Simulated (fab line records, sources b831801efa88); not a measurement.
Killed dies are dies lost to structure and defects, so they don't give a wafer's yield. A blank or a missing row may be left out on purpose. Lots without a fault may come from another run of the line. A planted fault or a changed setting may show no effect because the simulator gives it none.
A struck lot beside a sound one | flow sky130 | 15 steps out of a route of 708
Sound: wafers L514.2, L514.4, L514.5. Struck: wafers L520.4, L520.5, L520.6. The cause comes at the end.
At each step with rows: each side's tool, then ch and its chambers, then its first start. Under that, the readings that differ: sound wafers | struck wafers | difference of the means | sigmas: that difference in standard deviations of wafers without a fault.
alike: readings whose means differ by less than 2 such deviations, and words and numbers that are the same on both sides. not compared: withheld readings, readings that some wafer has no value for, bounds like >300 that may hide the same value, and numbers for which the record gives no deviation and whose values overlap.
The two part at a step that has a row with sigmas, a row that says differs or no value, or rows on one side only. Numbers that don't overlap but have no deviation are shown without sigmas and don't part them. A reading that every wafer of one side lacks parts them only if that side has two wafers or more.

SKY_CONTACT_STRIP_19: strips in O2/N2.
  sound on plasma_asher-02 ch 0, day 31 20:35; struck on plasma_asher-04 ch 0,1, day 33 21:11
  alike: drypump_motor_current_A, oes_product_au, strip_time_to_endpoint_s
  not compared: rf_hours_counter_h
then, 5 steps without rows for these wafers: SKY_CONTACT_STRIP_20 (strips in post etch residue remover, time 1200 s); SKY_CONTACT_CLEAN_21 (cleans in IPA, time 180 s); SKY_CONTACT_CLEAN_22 (cleans in O3/DIW); SKY_CONTACT_SPUTTER_23 (material TiN, target thk 20 nm, time 80 s); SKY_CONTACT_CVD_24 (deposits W, target thk 340 nm, time 102.12 s).
SKY_CONTACT_RS_MEAS_25: measures by four-point-probe.
  sound on film_metro-02, day 31 21:50; struck on film_metro-02, day 33 22:01
  alike: CONTACT_W_RS
SKY_CONTACT_THK_MEAS_26: measures by xrf.
  sound on film_metro-02, day 31 21:57; struck on film_metro-02, day 33 22:06
  alike: CONTACT_W_THK
then, 1 step without rows for these wafers: SKY_CONTACT_CMP_27 (polishes, stops on SiO2, t overpolish 15 s, target thk 0 nm).
SKY_METAL1_SPUTTER_00: material Ti, target thk 15 nm, time 10 s.
  sound on pvd_sputter-03, day 31 22:18; struck on pvd_sputter-01, day 33 22:26
  alike: throttle_valve_pct
SKY_METAL1_SPUTTER_01: material TiN, target thk 20 nm, time 16.7 s.
  sound on pvd_sputter-03, day 31 22:19; struck on pvd_sputter-01, day 33 22:28
  alike: throttle_valve_pct
SKY_METAL1_SPUTTER_02: material AlCu, target thk 250 nm, time 13.3 s.
  sound on pvd_sputter-03, day 31 22:20; struck on pvd_sputter-01, day 33 22:29
  alike: throttle_valve_pct
SKY_METAL1_SPUTTER_03: material Ti, target thk 5 nm, time 3.3 s.
  sound on pvd_sputter-03, day 31 22:22; struck on pvd_sputter-01, day 33 22:31
  reading                                   | sound             | struck           | difference | sigmas
  model.Ti_of_METAL1_SPUTTER_03.thk_nm (nm) | 5.119 5.054 4.987 | 5.951 5.931 5.77 | +0.831     |
  alike: throttle_valve_pct
SKY_METAL1_SPUTTER_04: material TiN, target thk 70 nm, time 58.3 s.
  sound on pvd_sputter-03, day 31 22:23; struck on pvd_sputter-01, day 33 22:31
  alike: throttle_valve_pct
-- the record jumps here: 14 days lie between the struck wafers' starts before and after (it left off in module METAL1 and takes up again in module PAD_OPEN, whose first step shown is number 708 of the route) --
SKY_PAD_OPEN_PROBE_99:
  sound on prober-02, day 46 01:29; struck on prober-02, day 47 16:08
  reading                 | sound          | struck       | difference | sigmas
  killed_open             | 56 60 60       | 44 47 46     | -13        | -2
  sort_bin_5_function (%) | 12.0 13.6 12.8 | 8.9 10.8 9.3 | -3.1       | -2
  alike: defect_limited_yield, killed_at_M0_to_M3, killed_at_M4_up, killed_at_contacts, killed_at_front_end, killed_at_other, killed_dies, killed_on_rim, killed_short, sort_bin_3_pad_short, sort_bin_6_memory, sort_n_pass, sort_yield_pct

WHERE THEY PART
Only at SKY_PAD_OPEN_PROBE_99, within this record.

WHY: what the simulator had put in
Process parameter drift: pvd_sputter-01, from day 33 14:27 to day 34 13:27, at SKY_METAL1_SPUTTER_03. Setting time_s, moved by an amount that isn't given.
